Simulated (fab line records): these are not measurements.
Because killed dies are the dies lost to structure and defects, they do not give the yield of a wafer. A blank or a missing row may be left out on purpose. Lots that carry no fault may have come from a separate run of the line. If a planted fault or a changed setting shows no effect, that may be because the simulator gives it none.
Problem report in the 8D (eight disciplines) form, filled by code + flow gf180mcu + the parts of the form that need people (team, actions taken, sign-off) are left out

## 1. THE ISSUE
Mean SALICIDE_TIN_RS at GF_SALICIDE_RS_MEAS_04: 8.8 ohm/sq over 4 wafers in 3 lots; fault-free wafers: 16.4 ohm/sq, standard deviation 0.4. That puts it -19 standard deviations away from the usual mean.
The step: measures by four-point-probe.
First seen on wafer L423.3, day 19 00:43, on filmMetro-04. At this step, 38 wafers from 13 lots have a number in the record. By rule, "out" or "out of limits" means more than 4 standard deviations away from the usual mean. Any other wafer with a number is counted as sound.

## 2. WHAT IT IS, AND WHAT IT ISN'T
| question                    | is                             | is not                                                                                       |
|-----------------------------|--------------------------------|----------------------------------------------------------------------------------------------|
| which readings at this step | SALICIDE_TIN_RS                | -                                                                                            |
| which lots                  | L423, L424, L427               | L412, L413, L415, L417, L418, L419, L422, L433, L434, L435                                   |
| which wafers of those lots  | L423.3, L424.3, L427.1, L427.3 | L423.4, L423.6, L424.6, L427.6                                                               |
| read on which gauges        | filmMetro-02, filmMetro-04     | filmMetro-03                                                                                 |
| when                        | from day 19 00:43              | up to then (23 sound wafers); but 11 sound wafers of L424, L427, L433, L434, L435 came after |

## 3. THE SUSPECTS, EACH WITH WHAT RULES IT OUT
Counting: any tool at a process step up to the reading remains a suspect provided it ran every lot that is out. Sound lots after the first of them don't rule it out here, since some wafers of a struck lot are sound.
- the gauge at GF_SALICIDE_RS_MEAS_04 is ruled out. The wafers that are out were read on 2 gauges (filmMetro-02, filmMetro-04).
- pvdSputter-02 at GF_SALICIDE_SPUTTER_02 (material Co, target thk 10 nm, time 20 s): kept. Every lot that is out went through it, the first being L423 (day 19 00:37); the last sound lot it ran before that was L422 (day 18 16:04).
The count leaves pvdSputter-02 at GF_SALICIDE_SPUTTER_02.

## 4. THE CAUSE (what the simulator had put in)
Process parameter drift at GF_SALICIDE_SPUTTER_02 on pvdSputter-02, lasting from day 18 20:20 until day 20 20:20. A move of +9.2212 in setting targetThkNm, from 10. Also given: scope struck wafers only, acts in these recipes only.
Only this tool survived the counting.

## 5. THE CHAIN OF EFFECTS, in route order
One row per reading whose mean, taken over the struck wafers that have a number, lies over 3 standard deviations from the usual. Scope: only readings with a usual standard deviation given in the record; hours: median across lots of the time from each lot's start at the first step in this table that gives one to its start at this step; sigmas: change in usual standard deviations.
| hours | step                   | reading         | usual       | on struck wafers | change | sigmas |
|-------|------------------------|-----------------|-------------|------------------|--------|--------|
| 0     | GF_SALICIDE_RS_MEAS_04 | SALICIDE_TIN_RS | 16.4 ohm/sq | 8.8              | -7.6   | -19    |

## 6. HOW IT WOULD HAVE BEEN CAUGHT EARLIER
The first out-of-limits reading at a measuring or inspecting step in this record came at day 19 00:43, 4 hours after the fault's start at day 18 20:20.
No tool reading at GF_SALICIDE_SPUTTER_02 that has a usual standard deviation in the record was out on any struck wafer, so an alarm limit of 4 standard deviations on those readings would not have fired.
Of the lots that are out (3), L424, L427 began GF_SALICIDE_SPUTTER_02 on pvdSputter-02 after day 19 00:43. A hold on the tool at that time would have spared those 2.
